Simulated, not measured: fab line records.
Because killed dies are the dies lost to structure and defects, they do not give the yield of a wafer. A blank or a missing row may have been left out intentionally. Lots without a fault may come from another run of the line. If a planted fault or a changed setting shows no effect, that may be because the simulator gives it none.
fab line records    flow sky130
record: lots: 5  wafers: 15  last_day: 50
route steps=708 shown VIA4@652 METAL5@661 PAD_OPEN@708
lots that met no fault: taken from a fault-free run of the same line
start_h: hours from the record's opening day to when the first of the lot's shown wafers began    wait_h: how many hours have passed since the lot's step before this one    " identical to the entry in the row above    L1.1+2: one row covering several wafers at once    - either no value or no given start    * or withheld: withheld    < > ~ a bound
route shown NAME@n: names a module that has steps shown in the file, with the first one's number in the route    usual: mean/standard deviation taken from wafers without a fault    same: alike in all rows    chamber/n: place in a boat    sites: readings site by site    _std_site: standard deviation of those values    _edge_site: mean of outer sites minus mean of inner sites    radius_mm: for every site, how far away it sits from the centre of the wafer    mask NAME#n: copy n    behind: the most recent tool/chamber to have shaped the wafer    hold: cause of the lot's hold/its duration in hours/its outcome    device: names the non-switching transistor (n, p or np)    end of line: tests of these same wafers at the route's end    for a step that has no rows: nothing shown but its recipe    killed: the dies lost at the first sort to structure and to defects; this is not the yield of the wafer    map: per-die view of a wafer (x killed, . not killed, _ where there is no die)
set.NAME: the run value of the setting; set.NAME@STEP: its run value at that earlier step    model.NAME: the simulator's own value behind a step, which no gauge read
lots at some steps of the route; a table a step, a row a wafer
services: a tool's chamber out of use, with start hour (start_h, from the record's first day; less than 0 if before it), hours out, and reason
== steps ==
step: SKY_VIA4_STRIP_13
recipe: chemistry: O2/N2  power_w: 1400  pressure_mtorr: 1500  platen_temp_c: withheld  o2_flow_sccm: 3000  n2_flow_sccm: 300  overash_fraction: 0.5
step: SKY_VIA4_STRIP_14
recipe: chemistry: post_etch_residue_remover  time_s: 1200  temp_c: 72.5
step: SKY_VIA4_CLEAN_15
recipe: chemistry: IPA  time_s: 180  temp_c: 25
step: SKY_VIA4_CLEAN_16
recipe: chemistry: O3/DIW  dry: n2_spin
step: SKY_VIA4_SPUTTER_17
recipe: material: TiN  target_thk_nm: 20  chamber_pressure_pa: 5  power_w: 4000  time_s: 80
usual: chamber_pressure_pa: 4.998/0.0099  throttle_valve_pct: 30.2/0.69
lot.wafer  tool            chamber  start_h  wait_h  chamber_pressure_pa  throttle_valve_pct
L717.2     pvd_sputter-03  -        1081.45  0.0     4.987                28.9
L717.4     "               -        "        "       5.018                30.1
L717.6     "               -        "        "       4.983                30.7
L720.2     pvd_sputter-01  -        1099.04  0.0     5.016                31.0
L720.3     "               -        "        "       5.004                30.1
L720.5     "               -        "        "       5.004                29.9
L722.4     pvd_sputter-01  -        1110.16  0.0     4.986                30.6
L722.5     "               -        "        "       4.993                30.0
L722.6     "               -        "        "       5.002                29.9
L728.1     pvd_sputter-01  -        1137.76  0.0     5.006                31.0
L728.2     "               -        "        "       4.981                30.2
L728.6     "               -        "        "       4.990                30.4
L729.1     pvd_sputter-01  -        1144.39  0.0     5.005                31.1
L729.3     "               -        "        "       4.998                30.5
L729.4     "               -        "        "       4.989                30.9
step: SKY_VIA4_CVD_18
recipe: material: W  target_thk_nm: 505  time_s: 152.14  temp_c: 400  pressure_torr: 40
usual: heater_power_w: 867/60
lot.wafer  tool      chamber  start_h  wait_h  heater_power_w
L717.2     cvd_w-02  0        1081.51  0.0     762
L717.4     "         1        "        "       893
L717.6     "         1        "        "       902
L720.2     cvd_w-02  1        1099.10  0.0     892
L720.3     "         0        "        "       765
L720.5     "         0        "        "       759
L722.4     cvd_w-01  0        1110.27  0.1     903
L722.5     "         1        "        "       912
L722.6     "         0        "        "       881
L728.1     cvd_w-01  0        1137.82  0.0     915
L728.2     "         1        "        "       914
L728.6     "         0        "        "       903
L729.1     cvd_w-02  0        1144.45  0.0     776
L729.3     "         0        "        "       766
L729.4     "         1        "        "       885
step: SKY_VIA4_RS_MEAS_19
recipe: thk_meas_gauge: four-point-probe  reads: W_of_VIA4_CVD_18+TiN_of_VIA4_SPUTTER_17
usual: VIA4_W_RS: 0.2274/0.0022
lot.wafer  tool           chamber  start_h  wait_h  VIA4_W_RS[ohm/sq]
L717.2     film_metro-01  -        1081.68  0.1     0.2227
L717.4     "              -        "        "       0.2243
L717.6     "              -        "        "       0.2268
L720.2     film_metro-04  -        1099.27  0.1     0.2246
L720.3     "              -        "        "       0.2269
L720.5     "              -        "        "       0.2280
L722.4     film_metro-01  -        1110.43  0.1     0.2287
L722.5     "              -        "        "       0.2265
L722.6     "              -        "        "       0.2274
L728.1     film_metro-01  -        1137.97  0.1     0.2269
L728.2     "              -        "        "       0.2244
L728.6     "              -        "        "       0.2268
L729.1     film_metro-04  -        1144.61  0.1     0.2265
L729.3     "              -        "        "       0.2286
L729.4     "              -        "        "       0.2279
step: SKY_VIA4_THK_MEAS_20
recipe: thk_meas_gauge: xrf  reads: W_of_VIA4_CVD_18
usual: VIA4_W_THK: 500/6
lot.wafer  tool           chamber  start_h  wait_h  VIA4_W_THK[nm]
L717.2     film_metro-01  -        1081.79  0.1     508
L717.4     "              -        "        "       505
L717.6     "              -        "        "       497
L720.2     film_metro-04  -        1099.38  0.1     507
L720.3     "              -        "        "       504
L720.5     "              -        "        "       497
L722.4     film_metro-01  -        1110.52  0.1     495
L722.5     "              -        "        "       497
L722.6     "              -        "        "       498
L728.1     film_metro-01  -        1138.09  0.1     501
L728.2     "              -        "        "       504
L728.6     "              -        "        "       497
L729.1     film_metro-04  -        1144.73  0.1     507
L729.3     "              -        "        "       501
L729.4     "              -        "        "       504
step: SKY_VIA4_CMP_21
recipe: stop_on: SiO2  t_overpolish_s: 25  down_force_psi: 3.5  platen_rpm: 60  target_thk_nm: 0  pad_velocity_m_s: 0.94248
usual: motor_current_A: 10.6/1.4  overpolish_run_s: 24.999/0.0095  time_to_endpoint_s: 122/3.4
same: t_overpolish_s: 25
lot.wafer  tool    chamber  start_h  wait_h  motor_current_A  overpolish_run_s  time_to_endpoint_s
L717.4     cmp-02  3        1081.84  0.0     11.1             25.002            128
L717.2     "       2        "        "       8.8              24.994            129
L717.6     "       0        "        "       10.7             24.986            125
L720.2     cmp-01  1        1099.43  0.0     9.0              25.004            129
L720.3     "       2        "        "       13.9             24.996            127
L720.5     "       1        "        "       9.5              24.985            130
L722.4     cmp-02  2        1110.60  0.1     9.2              24.985            119
L722.6     "       1        "        "       9.9              24.996            121
L722.5     "       2        "        "       8.8              25.011            126
L728.1     cmp-02  1        1138.25  0.1     9.9              24.983            122
L728.2     "       2        "        "       9.3              25.001            120
L728.6     "       3        "        "       11.6             24.997            118
L729.4     cmp-02  2        1144.79  0.0     9.6              24.994            121
L729.3     "       0        "        "       11.0             24.989            127
L729.1     "       1        "        "       10.0             25.006            121
step: SKY_METAL5_SPUTTER_00
recipe: material: Ti  target_thk_nm: 15  power_w: 3000  time_s: 10  chamber_pressure_pa: 0.4
step: SKY_METAL5_SPUTTER_01
recipe: material: TiN  target_thk_nm: 20  power_w: 6500  time_s: 16.7  chamber_pressure_pa: 0.4
step: SKY_METAL5_SPUTTER_02
recipe: material: AlCu  target_thk_nm: 1150  power_w: 10600  time_s: 61.2  chamber_pressure_pa: 0.4
usual: chamber_pressure_pa: 0.4000/0.00076  throttle_valve_pct: 30.5/1.3
lot.wafer  tool            chamber  start_h  wait_h  chamber_pressure_pa  throttle_valve_pct
L717.2     pvd_sputter-04  -        1082.19  0.0     0.4013               29.6
L717.4     "               -        "        "       0.3987               29.0
L717.6     "               -        "        "       0.3989               30.9
L720.2     pvd_sputter-02  -        1099.78  0.0     0.4009               33.6
L720.3     "               -        "        "       0.4000               30.8
L720.5     "               -        "        "       0.4010               33.6
L722.4     pvd_sputter-02  -        1110.93  0.0     0.4009               33.8
L722.5     "               -        "        "       0.4007               30.7
L722.6     "               -        "        "       0.3995               31.8
L728.1     pvd_sputter-04  -        1138.50  0.0     0.4002               30.5
L728.2     "               -        "        "       0.4005               29.7
L728.6     "               -        "        "       0.3996               30.2
L729.1     pvd_sputter-04  -        1145.13  0.0     0.4010               29.7
L729.3     "               -        "        "       0.4005               30.9
L729.4     "               -        "        "       0.4007               30.5
step: SKY_METAL5_SPUTTER_03
recipe: material: Ti  target_thk_nm: 5  power_w: 3000  time_s: 3.3  chamber_pressure_pa: 0.4
usual: chamber_pressure_pa: 0.4000/0.00084  throttle_valve_pct: 30.5/1.3
lot.wafer  tool            chamber  start_h  wait_h  chamber_pressure_pa  throttle_valve_pct  model.Ti_of_METAL5_SPUTTER_03.thk_nm
L717.2     pvd_sputter-04  -        1082.24  0.0     0.3981               29.8                6.508
L717.4     "               -        "        "       0.4008               28.9                4.842
L717.6     "               -        "        "       0.4000               30.5                4.904
L720.2     pvd_sputter-02  -        1099.83  0.0     0.4001               33.4                4.935
L720.3     "               -        "        "       0.4002               30.5                4.974
L720.5     "               -        "        "       0.3991               33.4                5.074
L722.4     pvd_sputter-02  -        1110.96  0.0     0.4008               33.5                5.043
L722.5     "               -        "        "       0.4000               30.8                4.902
L722.6     "               -        "        "       0.4001               31.8                5.084
L728.1     pvd_sputter-04  -        1138.55  0.0     0.3998               30.6                5.047
L728.2     "               -        "        "       0.3988               29.7                4.971
L728.6     "               -        "        "       0.4003               30.0                4.979
L729.1     pvd_sputter-04  -        1145.18  0.0     0.4005               29.7                5.174
L729.3     "               -        "        "       0.4005               30.7                5.21
L729.4     "               -        "        "       0.3995               30.5                5.064
step: SKY_METAL5_SPUTTER_04
recipe: material: TiN  target_thk_nm: 70  power_w: 6500  time_s: 58.3  chamber_pressure_pa: 0.4
usual: chamber_pressure_pa: 0.4001/0.00087  throttle_valve_pct: 30.5/1.3
lot.wafer  tool            chamber  start_h  wait_h  chamber_pressure_pa  throttle_valve_pct
L717.2     pvd_sputter-04  -        1082.26  0.0     0.4005               29.8
L717.4     "               -        "        "       0.4001               29.0
L717.6     "               -        "        "       0.4008               30.6
L720.2     pvd_sputter-02  -        1099.85  0.0     0.4005               33.6
L720.3     "               -        "        "       0.3984               30.5
L720.5     "               -        "        "       0.4009               33.0
L722.4     pvd_sputter-02  -        1110.99  0.0     0.4007               33.6
L722.5     "               -        "        "       0.4005               30.3
L722.6     "               -        "        "       0.4010               31.7
L728.1     pvd_sputter-04  -        1138.57  0.0     0.4015               30.7
L728.2     "               -        "        "       0.4001               29.6
L728.6     "               -        "        "       0.3995               30.2
L729.1     pvd_sputter-04  -        1145.20  0.0     0.3999               29.8
L729.3     "               -        "        "       0.4004               30.4
L729.4     "               -        "        "       0.3992               30.5
step: SKY_PAD_OPEN_PROBE_99
usual: defect_limited_yield: 82.7/1.9  killed_at_M0_to_M3: 43/7.1  killed_at_M4_up: 3.2/1.9  killed_at_contacts: 23/5.1  killed_at_front_end: 15/4.5  killed_at_other: 0.4/0.65  killed_dies: 85/9.4  killed_open: 47/6.8  killed_short: 38/6.1  sort_bin_3_pad_short: 0.8/0.38  sort_bin_5_function: 10.3/1.5  sort_bin_6_memory: 6.2/1.1  sort_n_pass: 407/9.4  sort_yield_pct: 82.7/1.9
same: gross_dies: 492  killed_at_back_side: 0  sort_bin_4_leakage[%]: 0  sort_bin_8_speed[%]: 0
lot.wafer  tool       chamber  start_h  wait_h  defect_limited_yield[%]  killed_at_M0_to_M3  killed_at_M4_up  killed_at_contacts  killed_at_front_end  killed_at_other  killed_dies  killed_open  killed_short  sort_bin_3_pad_short[%]  sort_bin_5_function[%]  sort_bin_6_memory[%]  sort_n_pass  sort_yield_pct[%]
L722.4     prober-01  -        1171.62  0.2     86.8                     29                  4                17                  15                   0                65           38           27            0.8                      7.7                     4.7                   427          86.8
L722.5     prober-01  -        1171.67  0.2     82.9                     44                  4                18                  17                   1                84           45           38            1.4                      8.9                     6.7                   408          82.9
L722.6     prober-01  -        1171.72  0.2     82.5                     50                  6                16                  14                   0                86           41           45            1.4                      10.0                    6.1                   406          82.5
killed by level:class
L722.4 LI_CONTACT:geometric_particle:open=5 CONTACT:geometric_particle:open=5 VIA3:geometric_particle:open=5 CONTACT:geometric_particle:short=4 VIA1:geometric_particle:open=4 VIA2:geometric_particle:open=4 FIELD_ISO:geometric_particle:short=3 FIELD_ISO:geometric_particle:open=3
L722.5 VIA1:geometric_particle:open=10 CONTACT:geometric_particle:open=7 VIA3:geometric_particle:open=7 FIELD_ISO:geometric_particle:open=5 CONTACT:geometric_particle:short=5 METAL1:geometric_particle:short=5 VIA2:geometric_particle:short=4 VIA3:geometric_particle:short=4
L722.6 VIA2:geometric_particle:open=8 VIA3:geometric_particle:open=8 VIA1:geometric_particle:open=7 VIA1:geometric_particle:short=6 VIA2:geometric_particle:short=6 FIELD_ISO:geometric_particle:short=5 METAL1:geometric_particle:short=5 METAL4:geometric_particle:short=5
== services ==
tool            chamber  start_h  hours  kind
cvd_w-02        -        1059.39  2.8    pm
pvd_sputter-03  -        1072.37  1.8    repair
pvd_sputter-03  -        1074.54  0.5    repair
cvd_w-02        -        1082.15  6.9    pm
cmp-01          -        1084.16  4.0    pm
cmp-01          -        1088.16  -      consumable_replace:conditioner
cmp-01          -        1088.16  -      consumable_replace:pad
pvd_sputter-02  1        1097.78  -      consumable_replace:kit
pvd_sputter-02  1        1097.78  18.0   scheduled_down
pvd_sputter-02  1        1097.78  18.0   vent_cycle
cmp-02          -        1099.99  6.8    pm
pvd_sputter-04  2        1101.77  -      consumable_replace:kit
pvd_sputter-04  2        1101.77  18.0   scheduled_down
pvd_sputter-04  2        1101.77  18.0   vent_cycle
pvd_sputter-01  -        1116.54  2.1    repair
cmp-01          -        1120.02  1.0    repair
== key ==
first_sign none at tools or gauges
model_effect: step: SKY_METAL5_SPUTTER_03  value: Ti_of_METAL5_SPUTTER_03.thk_nm  without: 4.806  struck: 6.508
met_at SKY_METAL5_SPUTTER_03
struck_wafers L717.2
fault: kind: process_parameter_drift  tool: pvd_sputter-04  chamber: -  onset_h: 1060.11  steps: SKY_METAL5_SPUTTER_03  channel: target_thk_nm  offset: 1.7029  shape: step  end_h: 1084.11  scope: struck_wafers_only  acts_in: these_recipes_only  stated: 5
